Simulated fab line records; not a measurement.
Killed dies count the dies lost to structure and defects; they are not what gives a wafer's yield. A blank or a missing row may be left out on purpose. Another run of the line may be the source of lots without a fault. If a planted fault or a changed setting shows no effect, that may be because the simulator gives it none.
Which tool did it?    flow gf180mcu    12 lots, 36 wafers sampled, at 6 steps of a route of 602

WHAT THE GAUGES READ, wafer by wafer
GF_CONTACT_THK_MEAS_03. Usual: CONTACT_CVD_02_THK typically reads 858 nm, with standard deviation 12.
lot   measured      on             CONTACT_CVD_02_THK (nm)  flag
L201  day 15 01:55  film-metro-03  840 856 869              
L202  day 15 12:53  film-metro-04  836 862 851              
L204  day 16 06:37  film-metro-04  877 869 868              
L205  day 16 16:47  film-metro-01  846 861 875              
L207  day 17 04:43  film-metro-04  839 853 857              
L210  day 18 10:56  film-metro-04  848 860 873              
L213  day 19 13:48  film-metro-01  855 863 879              
L218  day 21 11:20  film-metro-01  861 599 602              OFF
L219  day 21 16:55  film-metro-01  849 604 870              OFF
L221  day 22 08:01  film-metro-04  853 862 868              
L222  day 22 18:14  film-metro-04  861 863 869              
L224  day 23 06:49  film-metro-01  862 867 880              

GF_CONTACT_RS_MEAS_25: the measuring method here is four-point-probe. Usual: CONTACT_W_RS typically reads 0.382 ohm/sq, with standard deviation 0.0054.
lot   measured      on             CONTACT_W_RS (ohm/sq)  flag
L201  day 16 00:34  film-metro-03  0.380 0.373 0.376      
L202  day 16 11:59  film-metro-04  0.390 0.382 0.379      
L204  day 17 06:48  film-metro-01  0.383 0.376 0.388      
L205  day 17 15:59  film-metro-03  0.377 0.376 0.388      
L207  day 18 03:54  film-metro-03  0.387 0.381 0.384      
L210  day 19 12:19  film-metro-01  0.383 0.384 0.379      
L213  day 20 14:54  film-metro-01  0.375 0.388 0.381      
L218  day 22 12:02  film-metro-01  0.379 0.382 0.384      
L219  day 22 17:36  film-metro-01  0.386 0.377 0.381      
L221  day 23 08:18  film-metro-01  0.378 0.378 0.376      
L222  day 23 18:02  film-metro-04  0.376 0.373 0.377      
L224  day 24 06:40  film-metro-01  0.376 0.389 0.381      

WHICH TOOL RAN EACH LOT (tool, then ch and the chambers of the sampled wafers, then the start)
lot   GF_HV_LDD_RTA_52                  GF_SALICIDE_SPUTTER_02        GF_CONTACT_CVD_02                GF_CONTACT_CMP_04
L201  rtp-anneal-02 ch 0, day 12 07:19  pvd-sputter-02, day 15 01:11  pecvd-03 ch 0,1, day 15 01:50    cmp-01 ch 2,3, day 15 01:58
L202  rtp-anneal-02 ch 0, day 12 17:02  pvd-sputter-03, day 15 12:04  pecvd-01 ch 0,1, day 15 12:47    cmp-01 ch 0,1,2, day 15 13:01
L204  rtp-anneal-02 ch 0, day 13 09:49  pvd-sputter-02, day 16 05:53  pecvd-01 ch 0,1,2, day 16 06:32  cmp-01 ch 0,1,3, day 16 06:44
L205  rtp-anneal-01 ch 0, day 13 18:06  pvd-sputter-03, day 16 16:05  pecvd-02 ch 0,2, day 16 16:43    cmp-02 ch 2,3, day 16 16:53
L207  rtp-anneal-01 ch 0, day 14 05:07  pvd-sputter-02, day 17 03:59  pecvd-02 ch 1,2, day 17 04:38    cmp-02 ch 0,1,3, day 17 04:46
L210  rtp-anneal-01 ch 0, day 15 11:25  pvd-sputter-03, day 18 10:14  pecvd-01 ch 0,2, day 18 10:52    cmp-02 ch 0,1,3, day 18 11:03
L213  rtp-anneal-01 ch 0, day 16 10:25  pvd-sputter-02, day 19 13:05  pecvd-03 ch 0,1,2, day 19 13:43  cmp-02 ch 1,2, day 19 13:55
L218  rtp-anneal-02 ch 0, day 18 06:49  pvd-sputter-02, day 21 10:36  pecvd-02 ch 1,2, day 21 11:14    cmp-02 ch 2,3, day 21 11:23
L219  rtp-anneal-02 ch 0, day 18 13:56  pvd-sputter-03, day 21 16:11  pecvd-02 ch 1,2, day 21 16:49    cmp-01 ch 0,2,3, day 21 17:05
L221  rtp-anneal-01 ch 0, day 19 03:05  pvd-sputter-04, day 22 07:18  pecvd-03 ch 0,1,2, day 22 07:57  cmp-02 ch 0,2,3, day 22 08:08
L222  rtp-anneal-02 ch 0, day 19 14:28  pvd-sputter-04, day 22 17:32  pecvd-01 ch 0,2, day 22 18:10    cmp-01 ch 0,2,3, day 22 18:23
L224  rtp-anneal-01 ch 0, day 20 03:23  pvd-sputter-03, day 23 06:05  pecvd-03 ch 0,1,2, day 23 06:45  cmp-01 ch 1,2, day 23 06:51
- GF_HV_LDD_RTA_52: time 10 s.
- GF_SALICIDE_SPUTTER_02: material Co, target thk 10 nm, time 20 s.
- GF_CONTACT_CVD_02: deposits SiO2 from TEOS, target thk 860 nm, time 95.992 s.
- GF_CONTACT_CMP_04: polishes SiO2.

AS READ BY THE TOOLS THEMSELVES (means over the sampled wafers that have a number; for cases with no such wafer, the mark the record gives instead)
GF_HV_LDD_RTA_52. Usual: lamp-power-pct 32.0 %, standard deviation 1.5; wafer_temp_C_max 1005.4, standard deviation 1.4.
lot   tool           lamp-power-pct (%)  wafer_temp_C_max  flag
L201  rtp-anneal-02  33.7                1004.0            
L202  rtp-anneal-02  33.7                1004.8            
L204  rtp-anneal-02  33.7                1003.9            
L205  rtp-anneal-01  30.7                1006.2            
L207  rtp-anneal-01  30.6                1006.2            
L210  rtp-anneal-01  30.7                1006.4            
L213  rtp-anneal-01  30.7                1006.0            
L218  rtp-anneal-02  33.7                1003.0            
L219  rtp-anneal-02  33.7                1004.7            
L221  rtp-anneal-01  30.7                1006.5            
L222  rtp-anneal-02  33.7                1005.2            
L224  rtp-anneal-01  30.6                1005.7            

GF_SALICIDE_SPUTTER_02. Usual: chamber-pressure-pa 0.3999 Pa, standard deviation 0.00081; throttle-valve-pct 30.2 %, standard deviation 1.
lot   tool            chamber-pressure-pa (Pa)  throttle-valve-pct (%)  flag
L201  pvd-sputter-02  0.3998                    29.3                    
L202  pvd-sputter-03  0.4005                    29.9                    
L204  pvd-sputter-02  0.3993                    29.1                    
L205  pvd-sputter-03  0.3994                    31.0                    
L207  pvd-sputter-02  0.4002                    29.5                    
L210  pvd-sputter-03  0.4008                    29.0                    
L213  pvd-sputter-02  0.3999                    29.1                    
L218  pvd-sputter-02  0.3990                    31.0                    
L219  pvd-sputter-03  0.4000                    30.7                    
L221  pvd-sputter-04  0.3994                    30.5                    
L222  pvd-sputter-04  0.3997                    30.4                    
L224  pvd-sputter-03  0.3990                    31.5                    

GF_CONTACT_CVD_02. Usual: heater-power-w at 708 W, with a standard deviation of 130.
lot   tool      heater-power-w (W)  flag
L201  pecvd-03  786                 
L202  pecvd-01  578                 
L204  pecvd-01  590                 
L205  pecvd-02  731                 
L207  pecvd-02  752                 
L210  pecvd-01  659                 
L213  pecvd-03  756                 
L218  pecvd-02  815                 
L219  pecvd-02  882                 
L221  pecvd-03  755                 
L222  pecvd-01  591                 
L224  pecvd-03  674                 

GF_CONTACT_CMP_04. Usual: motor-current-A 11.6 A, standard deviation 0.97; time-to-endpoint-s 108 s, standard deviation 5.9.
lot   tool    motor-current-A (A)  time-to-endpoint-s (s)  flag
L201  cmp-01  11.7                 108                     
L202  cmp-01  11.6                 105                     
L204  cmp-01  12.0                 110                     
L205  cmp-02  10.9                 114                     
L207  cmp-02  11.8                 105                     
L210  cmp-02  11.7                 112                     
L213  cmp-02  11.5                 109                     
L218  cmp-02  11.2                 45                      OFF
L219  cmp-01  11.9                 77                      OFF
L221  cmp-02  11.9                 110                     
L222  cmp-01  12.1                 113                     
L224  cmp-01  10.9                 111                     

THE ANSWER, worked out from the rows above alone
Rule: a lot counts as off when the mean over its wafers that have a number is more than 3 standard deviations away from the usual mean. Also off: a lot with no number at a reading for which 4 or more lots have one. Where the step has rows for the other lots, those lots are counted as sound. Order of review: gauges by route order, followed by the tools' own readings, for which a lot's mean as printed above is used. At the first step where some lot is off, the reading lying furthest off is the one used; lots without a number count as furthest.
Off: L218, L219, seen at GF_CONTACT_THK_MEAS_03 (CONTACT_CVD_02_THK).
If a tool, at a process step before that reading, ran all the lots that are off and no sound lot after the first of them, it fits. Not tried: the gauges at GF_CONTACT_THK_MEAS_03; whatever is off there is also off at GF_CONTACT_CMP_04, on other tools, and gauge error can't account for it. One candidate fits, namely pecvd-02 at GF_CONTACT_CVD_02. Its last sound lot is L207 (day 17 04:38), its first lot that is off L218 (day 21 11:14): a fault that began between those two fits.

WHAT HAD BEEN PUT IN BY THE SIMULATOR
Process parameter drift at GF_CONTACT_CVD_02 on pecvd-02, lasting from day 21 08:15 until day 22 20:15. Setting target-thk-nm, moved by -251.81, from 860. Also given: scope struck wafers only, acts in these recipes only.
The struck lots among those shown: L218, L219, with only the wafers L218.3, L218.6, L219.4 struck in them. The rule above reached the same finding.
